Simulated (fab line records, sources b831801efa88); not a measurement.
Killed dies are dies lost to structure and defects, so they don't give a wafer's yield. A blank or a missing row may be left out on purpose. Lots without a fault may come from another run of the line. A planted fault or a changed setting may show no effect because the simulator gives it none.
A struck lot beside a sound one | flow sky130 | 43 steps out of a route of 708
Sound: wafers L597.1, L597.2, L597.3. Struck: wafers L591.1, L591.2, L591.5. The cause comes at the end.
At each step with rows: each side's tool, then ch and its chambers, then its first start. Under that, the readings that differ: sound wafers | struck wafers | difference of the means | sigmas: that difference in standard deviations of wafers without a fault.
alike: readings whose means differ by less than 2 such deviations, and words and numbers that are the same on both sides. not compared: withheld readings, readings that some wafer has no value for, bounds like >300 that may hide the same value, and numbers for which the record gives no deviation and whose values overlap.
The two part at a step that has a row with sigmas, a row that says differs or no value, or rows on one side only. Numbers that don't overlap but have no deviation are shown without sigmas and don't part them. A reading that every wafer of one side lacks parts them only if that side has two wafers or more.

first, 5 steps without rows for these wafers: SKY_METAL2_COAT_10 (resist thk 450 nm); SKY_METAL2_SOFTBAKE_11 (time 90 s); SKY_METAL2_EXPOSE_12 (exposes mask MM2, target cd 140 nm); SKY_METAL2_PEB_13; SKY_METAL2_DEVELOP_14 (develop time 60 s).
SKY_METAL2_CD_MEAS_15: target cd 140 nm.
  sound on cd_sem-01, day 40 08:29; struck on cd_sem-01, day 38 09:35
  alike: cd_nm
SKY_METAL2_OVL_MEAS_16:
  sound on overlay-02, day 40 09:05; struck on overlay-02, day 38 09:42
  alike: METAL2_OVL
then, 1 step without rows for these wafers: SKY_METAL2_DESCUM_17 (chemistry O2, time 8 s).
SKY_METAL2_ETCH_18: etches BARC in N2/H2, stops on SiO2, time 45.9 s, target depth 60 nm.
  sound on rie_metal-01 ch 0,1, day 40 09:09; struck on rie_metal-04 ch 0,1, day 38 09:46
  alike: bias_w, drypump_motor_current_A, he_backside_leak_sccm, oes_product_au, throttle_valve_pct
  not compared: rf_hours_counter_h
then, 1 step without rows for these wafers: SKY_METAL2_METAL_ETCH_19 (etches the open film in Cl2/BCl3, stops on SiO2, target depth 360 nm, time 78 s).
SKY_METAL2_STRIP_20: strips in O2/N2.
  sound on plasma_asher-02 ch 0,1, day 40 09:18; struck on plasma_asher-02 ch 0,1, day 38 09:55
  alike: drypump_motor_current_A, oes_product_au, strip_time_to_endpoint_s
  not compared: rf_hours_counter_h
then, 1 step without rows for these wafers: SKY_METAL2_STRIP_21 (strips in post etch residue remover, time 1200 s).
SKY_METAL2_CLEAN_22: cleans in IPA, time 180 s.
  sound on wet_bench-04 ch 1, day 40 09:45; struck on wet_bench-02 ch 3, day 38 10:22
then, 2 steps without rows for these wafers: SKY_METAL2_CLEAN_23 (cleans in O3/DIW); SKY_VIA2_HDPCVD_00 (deposits SiO2, target thk 1180 nm, time 196.7 s).
SKY_VIA2_THK_MEAS_01:
  sound on film_metro-04, day 40 10:01; struck on film_metro-02, day 38 10:38
  alike: VIA2_HDPCVD_THK
then, 1 step without rows for these wafers: SKY_VIA2_CMP_02 (polishes SiO2).
SKY_VIA2_BOW_MEAS_03:
  sound on film_metro-02, day 40 10:23; struck on film_metro-02, day 38 11:00
  alike: VIA2_BOW
then, 8 steps without rows for these wafers: SKY_VIA2_DEHYDRATE_04 (time 60 s); SKY_VIA2_HMDS_05 (prime time 60 s); SKY_VIA2_COAT_06 (resist thk 60 nm); SKY_VIA2_COAT_07 (resist thk 450 nm); SKY_VIA2_SOFTBAKE_08 (time 90 s); SKY_VIA2_EXPOSE_09 (exposes mask VIM2, target cd 200 nm); SKY_VIA2_PEB_10; SKY_VIA2_DEVELOP_11 (develop time 61.97 s).
SKY_VIA2_CD_MEAS_12: target cd 200 nm.
  sound on cd_sem-01, day 41 09:56; struck on cd_sem-01, day 39 12:10
  alike: cd_nm
SKY_VIA2_OVL_MEAS_13:
  sound on overlay-01, day 41 10:03; struck on overlay-01, day 39 12:17
  alike: VIA2_OVL
then, 2 steps without rows for these wafers: SKY_VIA2_ETCH_14 (etches BARC in N2/H2, stops on SiO2, time 45.9 s, target depth 60 nm); SKY_VIA2_ETCH_15 (etches SiO2 in C4F8/O2/Ar, stops on TiN, target depth 546 nm, time 84 s).
SKY_VIA2_STRIP_16: strips in O2/N2.
  sound on plasma_asher-03 ch 0,1, day 41 10:11; struck on plasma_asher-04 ch 0,1, day 39 12:26
  alike: drypump_motor_current_A, oes_product_au, strip_time_to_endpoint_s
  not compared: rf_hours_counter_h
then, 3 steps without rows for these wafers: SKY_VIA2_STRIP_17 (strips in post etch residue remover, time 1200 s); SKY_VIA2_CLEAN_18 (cleans in IPA, time 180 s); SKY_VIA2_CLEAN_19 (cleans in O3/DIW).
SKY_VIA2_SPUTTER_20: material TiN, target thk 20 nm, time 80 s.
  sound on pvd_sputter-04, day 41 10:47; struck on pvd_sputter-01, day 39 13:01
  alike: throttle_valve_pct
then, 1 step without rows for these wafers: SKY_VIA2_CVD_21 (deposits W, target thk 420 nm, time 126.4 s).
SKY_VIA2_RS_MEAS_22: measures by four-point-probe.
  sound on film_metro-02, day 41 10:59; struck on film_metro-02, day 39 13:13
  alike: VIA2_W_RS
SKY_VIA2_THK_MEAS_23: measures by xrf.
  sound on film_metro-02, day 41 11:06; struck on film_metro-02, day 39 13:20
  alike: VIA2_W_THK
then, 1 step without rows for these wafers: SKY_VIA2_CMP_24 (polishes, stops on SiO2, t overpolish 20 s, target thk 0 nm).
SKY_METAL3_SPUTTER_00: material Ti, target thk 15 nm, time 10 s.
  sound on pvd_sputter-01, day 41 11:28; struck on pvd_sputter-01, day 39 13:41
  alike: throttle_valve_pct
then, 2 steps without rows for these wafers: SKY_METAL3_SPUTTER_01 (material TiN, target thk 20 nm, time 16.7 s); SKY_METAL3_SPUTTER_02 (material AlCu, target thk 735 nm, time 39.1 s).
-- the record jumps here: 9 days lie between the struck wafers' starts before and after (it left off in module METAL3 and takes up again in module PAD_OPEN, whose first step shown is number 708 of the route) --
SKY_PAD_OPEN_PROBE_99:
  sound on prober-02, day 49 19:51; struck on prober-02, day 48 08:02
  reading                               | sound             | struck            | difference | sigmas
  defect_limited_yield (%)              | 80.7 79.5 84.1    | 73.4 73.0 74.2    | -7.9       | -4
  killed_at_M0_to_M3                    | 51 52 43          | 79 76 80          | +30        | +4
  killed_dies                           | 95 101 78         | 131 133 127       | +39        | +4
  sort_bin_3_pad_short (%)              | 0.8 1.2 0.8       | 2.4 2.4 3.7       | +1.9       | +5
  sort_bin_5_function (%)               | 12.2 13.4 8.5     | 17.1 15.7 15.4    | +4.7       | +3
  sort_n_pass                           | 397 391 414       | 361 359 365       | -39        | -4
  sort_yield_pct (%)                    | 80.7 79.5 84.1    | 73.4 73.0 74.2    | -7.9       | -4
  model.etest.tester.sort_n_pass        | 397 391 414       | 361 359 365       | -39        |
  model.etest.tester.sort_yield_pct (%) | 80.69 79.47 84.15 | 73.37 72.97 74.19 | -7.93      |
  model.etest.tester.sort_bin_5_pct (%) | 12.2 13.41 8.537  | 17.07 15.65 15.45 | +4.67      |
  model.etest.tester.sort_bin_3_pct (%) | 0.813 1.22 0.813  | 2.439 2.439 3.659 | +1.897     |
  alike: killed_at_M4_up, killed_at_contacts, killed_at_front_end, killed_at_other, killed_open, killed_short, sort_bin_6_memory

WHERE THEY PART
Only at SKY_PAD_OPEN_PROBE_99, within this record.

WHY: what the simulator had put in
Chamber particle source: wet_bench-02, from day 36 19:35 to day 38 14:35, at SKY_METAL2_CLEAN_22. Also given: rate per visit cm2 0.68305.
